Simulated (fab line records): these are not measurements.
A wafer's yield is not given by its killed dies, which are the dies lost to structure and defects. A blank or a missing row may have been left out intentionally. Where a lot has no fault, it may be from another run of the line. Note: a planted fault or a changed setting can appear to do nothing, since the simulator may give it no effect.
What tool caused it? | flow sky130 | 33 wafers from 11 lots sampled at 5 of the route's 708 steps

== WHAT EACH GAUGE READ, for each wafer ==
SKY_VIA3_THK_MEAS_01. Usual: for VIA3_HDPCVD_THK the level is 1645 nm and the standard deviation is 21.
lot  | measured     | on            | VIA3_HDPCVD_THK (nm) | flag
L903 | day 39 13:38 | film metro-04 | 1644 1640 1635       |
L904 | day 40 06:31 | film metro-01 | 1644 1624 1659       |
L906 | day 42 12:09 | film metro-04 | 1662 1681 1664       |
L910 | day 42 13:41 | film metro-03 | 1623 1667 1640       |
L913 | day 42 17:39 | film metro-04 | 1669 1640 1670       |
L914 | day 42 17:58 | film metro-03 | 1669 1669 1677       |
L917 | day 43 08:37 | film metro-04 | 1609 1623 1646       |
L919 | day 43 22:59 | film metro-01 | 1642 1670 1671       |
L921 | day 44 04:58 | film metro-01 | 1626 1675 1628       |
L922 | day 45 14:01 | film metro-01 | 1672 1669 1676       |
L923 | day 45 14:25 | film metro-01 | 1647 1599 1639       |

SKY_METAL5_RS_MEAS_05: measures by four-point-probe. Usual: for METAL5_ALCU_RS the level is 0.0270 ohm/sq and the standard deviation is 0.00035.
lot  | measured     | on            | METAL5_ALCU_RS (ohm/sq) | flag
L903 | day 43 19:28 | film metro-04 | 0.0275 0.0275 0.0275    |
L904 | day 44 09:34 | film metro-01 | 0.0265 0.0270 0.0268    |
L913 | day 46 16:13 | film metro-01 | 0.0270 0.0270 0.0275    |
L914 | day 46 16:47 | film metro-02 | 0.0266 0.0274 0.0274    |
L917 | day 47 03:20 | film metro-01 | 0.0269 0.0271 0.0273    |
L919 | day 47 16:00 | film metro-02 | 0.0264 0.0271 0.0270    |
L921 | day 47 21:34 | film metro-01 | 0.0268 0.0268 0.0266    |
L922 | day 49 02:11 | film metro-01 | 0.0267 0.0271 0.0271    |
L923 | day 49 03:17 | film metro-01 | 0.0276 0.0272 0.0270    |

== TOOL THAT RAN EACH LOT (tool first, then ch and the chambers of the sampled wafers, then the start) ==
lot  | SKY_VIA4_ETCH_12                   | SKY_VIA4_STRIP_13                    | SKY_METAL5_SPUTTER_02
L903 | rie diel-04 ch 0,1, day 43 17:54   | plasma asher-02 ch 0,1, day 43 18:01 | pvd sputter-03, day 43 19:19
L904 | rie diel-01 ch 0,1,3, day 44 08:02 | plasma asher-02 ch 0,1, day 44 08:07 | pvd sputter-04, day 44 09:27
L906 | rie diel-01 ch 0,3, day 46 08:17   | plasma asher-04 ch 1, day 46 08:22   | -
L910 | rie diel-04 ch 0,1,2, day 46 09:23 | plasma asher-01 ch 0,1, day 46 09:30 | -
L913 | rie diel-01 ch 0,2,3, day 46 14:23 | plasma asher-02 ch 0,1, day 46 14:27 | pvd sputter-04, day 46 16:04
L914 | rie diel-04 ch 1,3, day 46 14:44   | plasma asher-02 ch 0,1, day 46 14:49 | pvd sputter-04, day 46 16:40
L917 | rie diel-04 ch 1,3, day 47 01:48   | plasma asher-01 ch 0,1, day 47 01:53 | pvd sputter-02, day 47 03:13
L919 | rie diel-03 ch 0,1,2, day 47 14:29 | plasma asher-01 ch 0,1, day 47 14:33 | pvd sputter-04, day 47 15:53
L921 | rie diel-01 ch 0,1,2, day 47 20:02 | plasma asher-02 ch 0,1, day 47 20:07 | pvd sputter-02, day 47 21:28
L922 | rie diel-01 ch 1,2,3, day 49 00:38 | plasma asher-02 ch 0,1, day 49 00:43 | pvd sputter-03, day 49 02:04
L923 | rie diel-01 ch 0,1,3, day 49 01:44 | plasma asher-04 ch 0,1, day 49 01:49 | pvd sputter-03, day 49 03:10
- SKY_VIA4_ETCH_12: etches SiO2 in C4F8/O2/Ar, stops on TiN, target depth 580 nm.
- SKY_VIA4_STRIP_13: strips in O2/N2.
- SKY_METAL5_SPUTTER_02: material AlCu, target thk 1150 nm, time 61.2 s.

== WHAT THE TOOLS THEMSELVES READ (means of the sampled wafers that have a number; where no wafer has one, the mark that the record gives instead) ==
SKY_VIA4_ETCH_12. Usual: bias w 1200 W, standard deviation 3.4; chamber pressure mTorr 40.00 mTorr, standard deviation 0.034; oes product au 0.925 a.u., standard deviation 0.0045; rf fwd power W 1491 W, standard deviation 5.4.
lot  | tool        | bias w (W) | chamber pressure mTorr (mTorr) | oes product au (a.u.) | rf fwd power W (W) | flag
L903 | rie diel-04 | 1199       | 40.00                          | 0.924                 | 1487               |
L904 | rie diel-01 | 1200       | 40.03                          | 0.924                 | 1488               |
L906 | rie diel-01 | -          | -                              | -                     | -                  | OFF
L910 | rie diel-04 | -          | -                              | -                     | -                  | OFF
L913 | rie diel-01 | 1200       | 39.99                          | 0.928                 | 1494               |
L914 | rie diel-04 | 1201       | 40.02                          | 0.924                 | 1493               |
L917 | rie diel-04 | 1200       | 39.99                          | 0.925                 | 1490               |
L919 | rie diel-03 | 1201       | 40.01                          | 0.926                 | 1494               |
L921 | rie diel-01 | 1199       | 40.01                          | 0.926                 | 1490               |
L922 | rie diel-01 | 1201       | 39.99                          | 0.926                 | 1497               |
L923 | rie diel-01 | 1201       | 40.00                          | 0.924                 | 1492               |

SKY_VIA4_STRIP_13. Usual: drypump motor current A 5.4 A, standard deviation 0.43; oes product au 0.710 a.u., standard deviation 0.004; strip time to endpoint s 12.79 s, standard deviation 0.036.
lot  | tool            | drypump motor current A (A) | oes product au (a.u.) | strip time to endpoint s (s) | flag
L903 | plasma asher-02 | 5.1                         | 0.708                 | 12.81                        |
L904 | plasma asher-02 | 5.3                         | 0.709                 | 12.81                        |
L906 | plasma asher-04 | 6.2                         | 0.716                 | 14.15                        | OFF
L910 | plasma asher-01 | 5.3                         | 0.717                 | 14.14                        | OFF
L913 | plasma asher-02 | 5.3                         | 0.710                 | 12.76                        |
L914 | plasma asher-02 | 5.3                         | 0.710                 | 12.81                        |
L917 | plasma asher-01 | 5.2                         | 0.711                 | 12.79                        |
L919 | plasma asher-01 | 5.3                         | 0.705                 | 12.79                        |
L921 | plasma asher-02 | 5.3                         | 0.710                 | 12.81                        |
L922 | plasma asher-02 | 5.1                         | 0.709                 | 12.77                        |
L923 | plasma asher-04 | 6.0                         | 0.713                 | 12.79                        |

SKY_METAL5_SPUTTER_02. Usual: throttle valve pct reads 30.2 % (standard deviation 1.1).
lot  | tool           | throttle valve pct (%) | flag
L903 | pvd sputter-03 | 31.2                   |
L904 | pvd sputter-04 | 30.3                   |
L913 | pvd sputter-04 | 30.6                   |
L914 | pvd sputter-04 | 30.5                   |
L917 | pvd sputter-02 | 28.2                   |
L919 | pvd sputter-04 | 30.4                   |
L921 | pvd sputter-02 | 29.0                   |
L922 | pvd sputter-03 | 31.1                   |
L923 | pvd sputter-03 | 30.3                   |

== THE ANSWER, worked out from the rows above alone ==
Rule: lot off if the mean of its wafers having a number is beyond 3 standard deviations from the usual mean. A lot without any number at a reading at which 4 lots or more have one is off too. The other lots that the step has rows for count as sound. The gauges are gone through in route order, then the tools' own readings, and for those a lot's mean is taken as printed above. At the first step where some lot is off, the reading lying furthest off is the one used; lots without a number count as furthest.
Off at SKY_VIA4_ETCH_12 (bias w): L906, L910. Without a number there: L906, L910.
A tool fits if, at that step or a process step before it, it ran every lot that is off, and no sound lot after the first of them. None of those tried fits.

== WHAT THE SIMULATOR HAD PUT IN ==
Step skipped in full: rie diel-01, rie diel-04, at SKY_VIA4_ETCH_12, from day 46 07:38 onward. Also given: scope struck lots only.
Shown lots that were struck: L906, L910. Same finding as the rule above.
